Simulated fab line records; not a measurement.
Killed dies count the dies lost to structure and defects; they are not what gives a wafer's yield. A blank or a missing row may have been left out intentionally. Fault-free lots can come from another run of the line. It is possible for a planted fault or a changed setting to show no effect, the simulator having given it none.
What tool caused it? || flow sky130 || 13 lots with 37 wafers sampled at 5 steps, on a route of 708 steps

WHAT EACH GAUGE READ, for each wafer
SKY_FIELD_ISO_THK_MEAS_04. Usual: FIELD_ISO_CVD_03_THK typically reads 164.1 nm, with standard deviation 1.6.
{"lot": "L825", "measured": "day 2 19:20", "on": "film metro-02", "FIELD_ISO_CVD_03_THK (nm)": "163.2 161.8 161.9", "flag": ""}
{"lot": "L826", "measured": "day 2 23:27", "on": "film metro-04", "FIELD_ISO_CVD_03_THK (nm)": "166.1 165.2", "flag": ""}
{"lot": "L827", "measured": "day 3 04:58", "on": "film metro-01", "FIELD_ISO_CVD_03_THK (nm)": "165.0 164.3 165.4", "flag": ""}
{"lot": "L828", "measured": "day 3 09:14", "on": "film metro-04", "FIELD_ISO_CVD_03_THK (nm)": "165.8 165.2 162.7", "flag": ""}
{"lot": "L829", "measured": "day 3 11:01", "on": "film metro-01", "FIELD_ISO_CVD_03_THK (nm)": "166.3 165.6 164.7", "flag": ""}
{"lot": "L835", "measured": "day 4 16:47", "on": "film metro-04", "FIELD_ISO_CVD_03_THK (nm)": "166.4 164.7 164.3", "flag": ""}
{"lot": "L836", "measured": "day 4 22:32", "on": "film metro-04", "FIELD_ISO_CVD_03_THK (nm)": "163.9 162.9 162.7", "flag": ""}
{"lot": "L837", "measured": "day 5 05:41", "on": "film metro-04", "FIELD_ISO_CVD_03_THK (nm)": "163.6 164.3 163.9", "flag": ""}
{"lot": "L838", "measured": "day 5 11:08", "on": "film metro-02", "FIELD_ISO_CVD_03_THK (nm)": "167.4 166.3 167.1", "flag": ""}
{"lot": "L840", "measured": "day 5 18:29", "on": "film metro-02", "FIELD_ISO_CVD_03_THK (nm)": "165.2 163.4 163.9", "flag": ""}
{"lot": "L841", "measured": "day 5 23:21", "on": "film metro-04", "FIELD_ISO_CVD_03_THK (nm)": "164.4 162.7 163.0", "flag": ""}
{"lot": "L842", "measured": "day 6 03:29", "on": "film metro-01", "FIELD_ISO_CVD_03_THK (nm)": "164.9 165.3 164.8", "flag": ""}
{"lot": "L843", "measured": "day 6 08:30", "on": "film metro-02", "FIELD_ISO_CVD_03_THK (nm)": "163.6 162.9", "flag": ""}

SKY_SONOS_TUNNEL_TW_MEAS_12. Usual: SONOS_TUNNEL_TW typically reads 197.2, with standard deviation 2.1.
{"lot": "L825", "measured": "day 13 08:59", "on": "film metro-01", "SONOS_TUNNEL_TW": "193.3 195.3 195.1", "flag": ""}
{"lot": "L826", "measured": "day 13 16:38", "on": "film metro-03", "SONOS_TUNNEL_TW": "197.6 198.1", "flag": ""}
{"lot": "L827", "measured": "day 14 03:43", "on": "film metro-01", "SONOS_TUNNEL_TW": "177.2 178.0 176.8", "flag": "OFF"}
{"lot": "L828", "measured": "day 14 14:11", "on": "film metro-03", "SONOS_TUNNEL_TW": "180.7 180.7 181.2", "flag": "OFF"}
{"lot": "L829", "measured": "day 14 13:21", "on": "film metro-03", "SONOS_TUNNEL_TW": "197.6 197.7 197.4", "flag": ""}
{"lot": "L835", "measured": "day 16 21:34", "on": "film metro-04", "SONOS_TUNNEL_TW": "200.7 200.3 199.6", "flag": ""}
{"lot": "L836", "measured": "day 17 00:30", "on": "film metro-01", "SONOS_TUNNEL_TW": "197.6 197.2 198.2", "flag": ""}
{"lot": "L837", "measured": "day 17 09:44", "on": "film metro-04", "SONOS_TUNNEL_TW": "199.1 200.5 198.8", "flag": ""}
{"lot": "L838", "measured": "day 18 00:47", "on": "film metro-01", "SONOS_TUNNEL_TW": "198.0 198.8 197.4", "flag": ""}
{"lot": "L840", "measured": "day 18 14:09", "on": "film metro-01", "SONOS_TUNNEL_TW": "199.3 198.4 198.6", "flag": ""}
{"lot": "L841", "measured": "day 18 18:22", "on": "film metro-04", "SONOS_TUNNEL_TW": "201.9 200.6 200.7", "flag": ""}
{"lot": "L842", "measured": "day 19 05:12", "on": "film metro-01", "SONOS_TUNNEL_TW": "198.2 197.8 198.7", "flag": ""}
{"lot": "L843", "measured": "day 19 08:39", "on": "film metro-01", "SONOS_TUNNEL_TW": "197.8 198.2", "flag": ""}

TOOL THAT RAN EACH LOT (tool first, then ch and the chambers of the sampled wafers, then the start)
{"lot": "L825", "SKY_DNWELL_STRIP_08": "plasma asher-04 ch 0,1, day 4 09:54", "SKY_PWDE_STRIP_09": "plasma asher-03 ch 0,1, day 5 02:09", "SKY_SONOS_TUNNEL_IMPLANT_09": "implanter-02 ch 0, day 13 08:34"}
{"lot": "L826", "SKY_DNWELL_STRIP_08": "plasma asher-02 ch 0,1, day 4 12:53", "SKY_PWDE_STRIP_09": "plasma asher-02 ch 0, day 5 06:58", "SKY_SONOS_TUNNEL_IMPLANT_09": "implanter-03 ch 0, day 13 16:14"}
{"lot": "L827", "SKY_DNWELL_STRIP_08": "plasma asher-03 ch 1, day 4 19:18", "SKY_PWDE_STRIP_09": "plasma asher-02 ch 0,1, day 5 12:58", "SKY_SONOS_TUNNEL_IMPLANT_09": "implanter-02 ch 0, day 14 03:15"}
{"lot": "L828", "SKY_DNWELL_STRIP_08": "plasma asher-04 ch 0,1, day 5 03:04", "SKY_PWDE_STRIP_09": "plasma asher-01 ch 0,1, day 5 20:43", "SKY_SONOS_TUNNEL_IMPLANT_09": "implanter-02 ch 0, day 14 13:44"}
{"lot": "L829", "SKY_DNWELL_STRIP_08": "plasma asher-02 ch 0,1, day 5 02:38", "SKY_PWDE_STRIP_09": "plasma asher-02 ch 0,1, day 5 19:52", "SKY_SONOS_TUNNEL_IMPLANT_09": "implanter-01 ch 0, day 14 12:54"}
{"lot": "L835", "SKY_DNWELL_STRIP_08": "plasma asher-03 ch 0,1, day 6 13:41", "SKY_PWDE_STRIP_09": "plasma asher-02 ch 0,1, day 7 09:51", "SKY_SONOS_TUNNEL_IMPLANT_09": "implanter-01 ch 0, day 16 21:10"}
{"lot": "L836", "SKY_DNWELL_STRIP_08": "plasma asher-03 ch 0,1, day 6 17:44", "SKY_PWDE_STRIP_09": "plasma asher-01 ch 0,1, day 7 13:34", "SKY_SONOS_TUNNEL_IMPLANT_09": "implanter-02 ch 0, day 17 00:05"}
{"lot": "L837", "SKY_DNWELL_STRIP_08": "plasma asher-04 ch 0,1, day 6 23:36", "SKY_PWDE_STRIP_09": "plasma asher-01 ch 0,1, day 7 19:32", "SKY_SONOS_TUNNEL_IMPLANT_09": "implanter-02 ch 0, day 17 09:21"}
{"lot": "L838", "SKY_DNWELL_STRIP_08": "plasma asher-04 ch 1, day 7 10:26", "SKY_PWDE_STRIP_09": "plasma asher-03 ch 1, day 8 07:18", "SKY_SONOS_TUNNEL_IMPLANT_09": "implanter-03 ch 0, day 18 00:20"}
{"lot": "L840", "SKY_DNWELL_STRIP_08": "plasma asher-03 ch 0,1, day 7 19:12", "SKY_PWDE_STRIP_09": "plasma asher-02 ch 0,1, day 8 16:43", "SKY_SONOS_TUNNEL_IMPLANT_09": "implanter-02 ch 0, day 18 13:44"}
{"lot": "L841", "SKY_DNWELL_STRIP_08": "plasma asher-02 ch 0,1, day 7 23:07", "SKY_PWDE_STRIP_09": "plasma asher-02 ch 0,1, day 8 20:04", "SKY_SONOS_TUNNEL_IMPLANT_09": "implanter-02 ch 0, day 18 17:56"}
{"lot": "L842", "SKY_DNWELL_STRIP_08": "plasma asher-03 ch 0,1, day 8 05:33", "SKY_PWDE_STRIP_09": "plasma asher-01 ch 0,1, day 9 03:45", "SKY_SONOS_TUNNEL_IMPLANT_09": "implanter-02 ch 0, day 19 04:46"}
{"lot": "L843", "SKY_DNWELL_STRIP_08": "plasma asher-04 ch 1, day 8 06:57", "SKY_PWDE_STRIP_09": "plasma asher-01 ch 0, day 9 05:44", "SKY_SONOS_TUNNEL_IMPLANT_09": "implanter-02 ch 0, day 19 08:15"}
- SKY_DNWELL_STRIP_08: strips in O2/N2.
- SKY_PWDE_STRIP_09: strips in O2/N2.
- SKY_SONOS_TUNNEL_IMPLANT_09

AS READ BY THE TOOLS THEMSELVES (means over the sampled wafers that have a number; for cases with no such wafer, the mark the record gives instead)
SKY_DNWELL_STRIP_08. Usual: drypump motor current A 5.9 A, standard deviation 0.5; oes product au 0.722 a.u., standard deviation 0.0044; strip time to endpoint s 36.97 s, standard deviation 0.079.
{"lot": "L825", "tool": "plasma asher-04", "drypump motor current A (A)": 5.6, "oes product au (a.u.)": 0.721, "strip time to endpoint s (s)": 36.95, "flag": ""}
{"lot": "L826", "tool": "plasma asher-02", "drypump motor current A (A)": 6.2, "oes product au (a.u.)": 0.724, "strip time to endpoint s (s)": 37.05, "flag": ""}
{"lot": "L827", "tool": "plasma asher-03", "drypump motor current A (A)": 5.5, "oes product au (a.u.)": 0.720, "strip time to endpoint s (s)": 36.98, "flag": ""}
{"lot": "L828", "tool": "plasma asher-04", "drypump motor current A (A)": 5.5, "oes product au (a.u.)": 0.722, "strip time to endpoint s (s)": 37.03, "flag": ""}
{"lot": "L829", "tool": "plasma asher-02", "drypump motor current A (A)": 6.2, "oes product au (a.u.)": 0.718, "strip time to endpoint s (s)": 37.02, "flag": ""}
{"lot": "L835", "tool": "plasma asher-03", "drypump motor current A (A)": 5.4, "oes product au (a.u.)": 0.723, "strip time to endpoint s (s)": 36.86, "flag": ""}
{"lot": "L836", "tool": "plasma asher-03", "drypump motor current A (A)": 5.4, "oes product au (a.u.)": 0.723, "strip time to endpoint s (s)": 36.94, "flag": ""}
{"lot": "L837", "tool": "plasma asher-04", "drypump motor current A (A)": 5.9, "oes product au (a.u.)": 0.727, "strip time to endpoint s (s)": 36.95, "flag": ""}
{"lot": "L838", "tool": "plasma asher-04", "drypump motor current A (A)": 6.3, "oes product au (a.u.)": 0.723, "strip time to endpoint s (s)": 36.89, "flag": ""}
{"lot": "L840", "tool": "plasma asher-03", "drypump motor current A (A)": 5.4, "oes product au (a.u.)": 0.722, "strip time to endpoint s (s)": 36.98, "flag": ""}
{"lot": "L841", "tool": "plasma asher-02", "drypump motor current A (A)": 6.2, "oes product au (a.u.)": 0.722, "strip time to endpoint s (s)": 36.86, "flag": ""}
{"lot": "L842", "tool": "plasma asher-03", "drypump motor current A (A)": 5.4, "oes product au (a.u.)": 0.725, "strip time to endpoint s (s)": 37.07, "flag": ""}
{"lot": "L843", "tool": "plasma asher-04", "drypump motor current A (A)": 6.3, "oes product au (a.u.)": 0.720, "strip time to endpoint s (s)": 36.98, "flag": ""}

SKY_PWDE_STRIP_09. Usual: drypump motor current A 5.8 A, standard deviation 0.42; oes product au 0.722 a.u., standard deviation 0.005; strip time to endpoint s 36.91 s, standard deviation 0.12.
{"lot": "L825", "tool": "plasma asher-03", "drypump motor current A (A)": 5.4, "oes product au (a.u.)": 0.726, "strip time to endpoint s (s)": 37.00, "flag": ""}
{"lot": "L826", "tool": "plasma asher-02", "drypump motor current A (A)": 6.0, "oes product au (a.u.)": 0.723, "strip time to endpoint s (s)": 37.03, "flag": ""}
{"lot": "L827", "tool": "plasma asher-02", "drypump motor current A (A)": 6.4, "oes product au (a.u.)": 0.718, "strip time to endpoint s (s)": 36.79, "flag": ""}
{"lot": "L828", "tool": "plasma asher-01", "drypump motor current A (A)": 5.9, "oes product au (a.u.)": 0.719, "strip time to endpoint s (s)": 36.79, "flag": ""}
{"lot": "L829", "tool": "plasma asher-02", "drypump motor current A (A)": 6.2, "oes product au (a.u.)": 0.726, "strip time to endpoint s (s)": 36.79, "flag": ""}
{"lot": "L835", "tool": "plasma asher-02", "drypump motor current A (A)": 6.3, "oes product au (a.u.)": 0.726, "strip time to endpoint s (s)": 36.91, "flag": ""}
{"lot": "L836", "tool": "plasma asher-01", "drypump motor current A (A)": 5.6, "oes product au (a.u.)": 0.728, "strip time to endpoint s (s)": 36.82, "flag": ""}
{"lot": "L837", "tool": "plasma asher-01", "drypump motor current A (A)": 5.9, "oes product au (a.u.)": 0.722, "strip time to endpoint s (s)": 37.03, "flag": ""}
{"lot": "L838", "tool": "plasma asher-03", "drypump motor current A (A)": 5.5, "oes product au (a.u.)": 0.723, "strip time to endpoint s (s)": 36.85, "flag": ""}
{"lot": "L840", "tool": "plasma asher-02", "drypump motor current A (A)": 6.2, "oes product au (a.u.)": 0.725, "strip time to endpoint s (s)": 36.96, "flag": ""}
{"lot": "L841", "tool": "plasma asher-02", "drypump motor current A (A)": 6.2, "oes product au (a.u.)": 0.725, "strip time to endpoint s (s)": 37.14, "flag": ""}
{"lot": "L842", "tool": "plasma asher-01", "drypump motor current A (A)": 5.9, "oes product au (a.u.)": 0.721, "strip time to endpoint s (s)": 36.88, "flag": ""}
{"lot": "L843", "tool": "plasma asher-01", "drypump motor current A (A)": 5.4, "oes product au (a.u.)": 0.726, "strip time to endpoint s (s)": 37.03, "flag": ""}

THE ANSWER, worked out from the rows above alone
Rule: a lot is off if the mean of its wafers that have a number lies more than 3 standard deviations from the usual mean. A lot without any number at a reading at which 4 lots or more have one is off too. The other lots that the step has rows for count as sound. After the gauges, taken in route order, come the tools' own readings; for these a lot's mean is taken, as printed above. The first step at which some lot is off is used, and at that step the reading that is off furthest; a lot without a number counts as furthest.
Off: L827, L828, seen at SKY_SONOS_TUNNEL_TW_MEAS_12 (SONOS_TUNNEL_TW).
If a tool, at a process step before that reading, ran all the lots that are off and no sound lot after the first of them, it fits. The gauges at SKY_SONOS_TUNNEL_TW_MEAS_12 are tried like those tools. Of those tried, none fits.

WHAT HAD BEEN PUT IN BY THE SIMULATOR
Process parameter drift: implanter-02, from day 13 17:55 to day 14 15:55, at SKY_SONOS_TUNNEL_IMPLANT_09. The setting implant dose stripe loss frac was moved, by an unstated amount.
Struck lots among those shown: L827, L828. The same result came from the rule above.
